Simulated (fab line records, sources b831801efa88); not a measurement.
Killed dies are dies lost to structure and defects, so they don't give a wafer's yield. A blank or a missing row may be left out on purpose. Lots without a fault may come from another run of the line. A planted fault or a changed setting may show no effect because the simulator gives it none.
fab line records | flow sky130 | part 2 of 2: steps 30 to 37 of 37
record lots=5 wafers=15 last_day=50
route steps=708 shown LOCAL_INTERCONNECT@391 CONTACT@406
lots that met no fault: from a run of the same line without faults
start_h: hours from the record's first day to the start of the lot's first wafer shown | wait_h: hours since the lot's step before | " the same as in the row above | L1.1+2: a row that stands for several wafers | - no value, or no start given | * or withheld: withheld | < > ~ a bound
route shown NAME@n: a module of which the file shows steps, and the number in the route of the first | usual: mean/standard deviation of fault-free wafers | same: alike in all rows | chamber/n: place in a boat | sites: the reading at each site | _std_site: their standard deviation | _edge_site: outer sites' mean less inner sites' | radius_mm: how far each site lies from the wafer's centre | mask NAME#n: copy n | behind: the tool/chamber that last shaped the wafer | hold: why the lot was held/for how many hours/how that ended | device: the transistor (n, p or np) that didn't switch | end of line: the same wafers' tests at the end of the route | a step without rows: its recipe alone | killed: dies lost to structure and defects at the first sort, not the wafer's yield | map: a wafer's dies, x killed, . not, _ none there
set.NAME: the setting as run; set.NAME@STEP: as run at that earlier step | model.NAME: the simulator's own value behind a step, which no gauge read
lots at some steps of the route; a table a step, a row a wafer
services: from which hour (start_h, from the record's first day; less than 0 if before it) a tool's chamber was out of use, for how many hours, and why
## steps
# step SKY_CONTACT_CD_MEAS_14
# recipe target_cd_nm=170
# usual cd_nm=170.0/1.7
# columns lot.wafer tool chamber start_h wait_h cd_nm
L080.2 cd_sem-01 - 806.54 - 168.0
L080.3 " - " " 167.4
L080.4 " - " " 167.0
L082.1 cd_sem-01 - 807.46 - 170.4
L082.2 " - " " 170.9
L082.3 " - " " 170.9
L081.2 cd_sem-01 - 808.84 - 172.0
L081.3 " - " " 172.1
L081.4 " - " " 173.2
L087.1 cd_sem-01 - 836.82 - 169.2
L087.3 " - " " 169.5
L087.5 " - " " 170.0
L096.1 cd_sem-02 - 897.37 - 166.9
L096.3 " - " " 165.2
L096.4 " - " " 167.0
# step SKY_CONTACT_OVL_MEAS_15
# usual CONTACT_OVL=0/4.8
# columns lot.wafer tool chamber start_h wait_h CONTACT_OVL[nm]
L080.2 overlay-02 - 806.65 0.1 7
L080.3 " - " " 11
L080.4 " - " " 8
L082.1 overlay-02 - 807.58 0.1 0
L082.2 " - " " -6
L082.3 " - " " 0
L081.2 overlay-02 - 808.95 0.1 6
L081.3 " - " " 9
L081.4 " - " " 2
L087.1 overlay-02 - 836.94 0.1 -3
L087.3 " - " " -4
L087.5 " - " " -8
L096.1 overlay-01 - 897.49 0.1 4
L096.3 " - " " 0
L096.4 " - " " 2
# step SKY_CONTACT_ETCH_16
# recipe chemistry=N2/H2 target=BARC ion_energy_ev=200 source_w=500 bias_w=100 pressure_mtorr=30 n2_flow_sccm=100 h2_flow_sccm=200 stop_on=SiO2 time_s=45.9 target_depth_a=600
# usual drypump_motor_current_A=5.5/0.34 n2_flow_sccm=100.0/0.32 oes_product_au=0.855/0.0047 throttle_valve_pct=13.226/0.0089
# columns lot.wafer tool chamber start_h wait_h drypump_motor_current_A n2_flow_sccm oes_product_au rf_hours_counter_h throttle_valve_pct
L080.2 rie_diel-03 1 806.68 0.0 5.8 99.9 0.855 12 13.214
L080.3 " 2 " " 5.2 99.9 0.857 22 13.215
L080.4 " 3 " " 5.3 100.2 0.850 19 13.220
L082.1 rie_diel-04 2 807.62 0.0 5.7 100.3 0.854 15 13.211
L082.2 " 3 " " 5.2 100.4 0.849 17 13.222
L082.3 " 0 " " 5.7 99.8 0.853 13 13.216
L081.2 rie_diel-04 1 808.98 0.0 6.1 100.0 0.844 3 13.208
L081.3 " 2 " " 5.7 100.2 0.852 16 13.221
L081.4 " 0 " " 5.8 99.4 0.856 13 13.226
L087.1 rie_diel-04 1 836.98 0.0 6.1 99.7 0.853 4 13.209
L087.3 " 0 " " 5.8 99.9 0.852 14 13.216
L087.5 " 0 " " 5.8 100.2 0.852 - 13.228
L096.1 rie_diel-04 1 897.53 0.0 6.2 99.5 0.857 6 13.218
L096.3 " 0 " " 5.8 100.1 0.858 16 13.233
L096.4 " 2 " " 5.7 99.6 0.851 18 13.227
# step SKY_CONTACT_ETCH_17
# recipe target=SiO2 chemistry=C4F8/O2/Ar stop_on=Si3N4 mask_material=KrF-thick source_w=1527 bias_w=1200 pressure_mtorr=40 c4f8_flow_sccm=withheld O2_flow_sccm=6 Ar_flow_sccm=300 time_s=withheld target_depth_a=3400
# usual oes_product_au=0.892/0.0053
# columns lot.wafer tool chamber start_h wait_h oes_product_au
L080.2 rie_diel-03 1 806.72 0.0 0.892
L080.3 " 2 " " 0.888
L080.4 " 3 " " 0.896
L082.1 rie_diel-04 2 807.66 0.0 0.887
L082.2 " 3 " " 0.890
L082.3 " 0 " " 0.891
L081.2 rie_diel-04 1 809.02 0.0 0.886
L081.3 " 2 " " 0.896
L081.4 " 0 " " 0.897
L087.1 rie_diel-04 1 837.02 0.0 0.887
L087.3 " 0 " " 0.890
L087.5 " 0 " " 0.896
L096.1 rie_diel-04 1 897.57 0.0 0.882
L096.3 " 0 " " 0.892
L096.4 " 2 " " 0.895
# step SKY_CONTACT_ETCH_18
# recipe target=Si3N4 chemistry=CHF3/O2 stop_on=TiN source_w=600 bias_w=200 pressure_mtorr=40 chf3_flow_sccm=50 O2_flow_sccm=5 time_s=39 target_depth_a=750
# usual drypump_motor_current_A=5.5/0.34 oes_product_au=0.853/0.007 throttle_valve_pct=8.792/0.0093
# columns lot.wafer tool chamber start_h wait_h drypump_motor_current_A oes_product_au rf_hours_counter_h throttle_valve_pct
L080.2 rie_diel-03 1 - - 5.8 0.845 12 8.792
L080.3 " 2 " " 5.2 0.861 22 8.802
L080.4 " 3 " " 5.3 0.859 19 8.788
L082.1 rie_diel-04 2 - - 5.8 0.852 16 8.783
L082.2 " 3 " " 5.2 0.842 17 8.789
L082.3 " 0 " " 5.8 0.853 13 8.780
L081.2 rie_diel-04 1 - - 6.1 0.851 3 8.787
L081.3 " 2 " " 5.7 0.848 16 8.790
L081.4 " 0 " " 5.8 0.870 13 8.786
L087.1 rie_diel-04 1 - - 6.1 0.848 4 8.792
L087.3 " 0 " " 5.8 0.849 14 8.804
L087.5 " 0 " " 5.8 0.856 - 8.799
L096.1 rie_diel-04 1 - - 6.1 0.847 6 8.794
L096.3 " 0 " " 5.8 0.849 16 8.808
L096.4 " 2 " " 5.7 0.848 19 8.783
# step SKY_CONTACT_STRIP_19
# recipe chemistry=O2/N2 power_w=1400 pressure_mtorr=1500 platen_temp_c=withheld o2_flow_sccm=3000 n2_flow_sccm=300 overash_fraction=0.5
# usual drypump_motor_current_A=5.8/0.48 n2_flow_sccm=300.1/0.78 oes_product_au=0.380/0.0047 strip_time_to_endpoint_s=3.623/0.028
# columns lot.wafer tool chamber start_h wait_h drypump_motor_current_A n2_flow_sccm oes_product_au rf_hours_counter_h strip_time_to_endpoint_s
L080.2 plasma_asher-01 0 806.81 - 5.0 300.0 0.384 35 3.629
L080.3 " 0 " " 5.0 300.8 0.381 - 3.598
L080.4 " 1 " " 6.4 299.5 0.390 - 3.595
L082.1 plasma_asher-04 1 807.75 - 5.4 299.2 0.378 69 3.633
L082.2 " 0 " " 5.5 300.1 0.380 69 3.657
L082.3 " 0 " " 5.5 301.5 0.388 - 3.631
L081.2 plasma_asher-01 1 809.11 - 6.4 301.1 0.378 35 3.663
L081.3 " 0 " " 5.0 299.7 0.376 - 3.604
L081.4 " 1 " " 6.4 300.4 0.377 - 3.587
L087.1 plasma_asher-02 1 837.11 - 5.9 300.6 0.380 99 3.616
L087.3 " 0 " " 6.1 301.3 0.379 - 3.600
L087.5 " 0 " " 6.2 301.2 0.381 - 3.617
L096.1 plasma_asher-04 1 897.66 - 5.4 300.2 0.382 79 3.638
L096.3 " 0 " " 5.5 300.4 0.386 - 3.601
L096.4 " 1 " " 5.4 300.6 0.390 - 3.587
# step SKY_CONTACT_STRIP_20
# recipe chemistry=post_etch_residue_remover time_s=1200 temp_c=72.5
# usual temp_c=72.53/0.13
# columns lot.wafer tool chamber start_h wait_h temp_c
L080.2 wet_bench-02 1 806.91 0.1 72.58
L080.3 " 1 " " 72.61
L080.4 " 1 " " 72.47
L082.1 wet_bench-04 1 807.85 0.1 72.58
L082.2 " 1 " " 72.45
L082.3 " 1 " " 72.50
L081.2 wet_bench-04 0 809.21 0.1 72.56
L081.3 " 0 " " 72.54
L081.4 " 0 " " 72.56
L087.1 wet_bench-02 0 837.21 0.1 72.51
L087.3 " 0 " " 72.63
L087.5 " 0 " " 72.58
L096.1 wet_bench-02 3 897.76 0.1 72.46
L096.3 " 3 " " 72.38
L096.4 " 3 " " 72.64
# step SKY_CONTACT_CLEAN_21
# recipe chemistry=IPA time_s=180 temp_c=25
# usual temp_c=25.00/0.11
# columns lot.wafer tool chamber start_h wait_h temp_c
L080.2 wet_bench-04 2 807.25 0.0 24.95
L080.3 " 2 " " 25.14
L080.4 " 2 " " 25.05
L082.1 wet_bench-04 1 808.19 0.0 25.09
L082.2 " 1 " " 25.07
L082.3 " 1 " " 25.09
L081.2 wet_bench-03 0 809.55 0.0 25.03
L081.3 " 0 " " 24.97
L081.4 " 0 " " 24.97
L087.1 wet_bench-03 1 837.55 0.0 25.09
L087.3 " 1 " " 25.07
L087.5 " 1 " " 25.04
L096.1 wet_bench-03 3 898.13 0.0 24.87
L096.3 " 3 " " 24.88
L096.4 " 3 " " 24.74
## services
# columns tool chamber start_h hours kind
wet_bench-02 - 742.43 2.2 repair
cmp-01 - 744.06 4.0 pm
cmp-01 - 763.54 4.0 pm
krf_scanner-02 - 765.97 1.3 pm
krf_scanner-02 - 769.18 1.0 pm
krf_scanner-01 - 784.36 0.4 repair
rie_diel-04 - 787.36 0.3 repair
krf_scanner-02 - 788.32 0.5 repair
rie_diel-04 1 789.21 6.0 repair
rie_diel-04 - 790.58 0.4 repair
krf_scanner-01 - 805.81 1.0 pm
krf_scanner-02 - 809.30 1.0 repair
krf_scanner-01 - 812.76 0.8 pm
krf_scanner-01 - 814.64 1.0 repair
krf_scanner-01 - 814.64 5.4 repair
krf_scanner-01 - 820.03 1.3 pm
wet_bench-04 - 824.31 3.6 repair
rie_metal-04 1 824.95 24.5 repair
wet_bench-04 - 827.95 4.4 pm
krf_scanner-02 - 847.99 0.8 pm
rie_diel-04 2 851.78 5.5 repair
rie_diel-04 - 861.51 0.7 repair
krf_scanner-01 - 862.43 0.3 repair
plasma_asher-04 - 888.44 2.3 repair
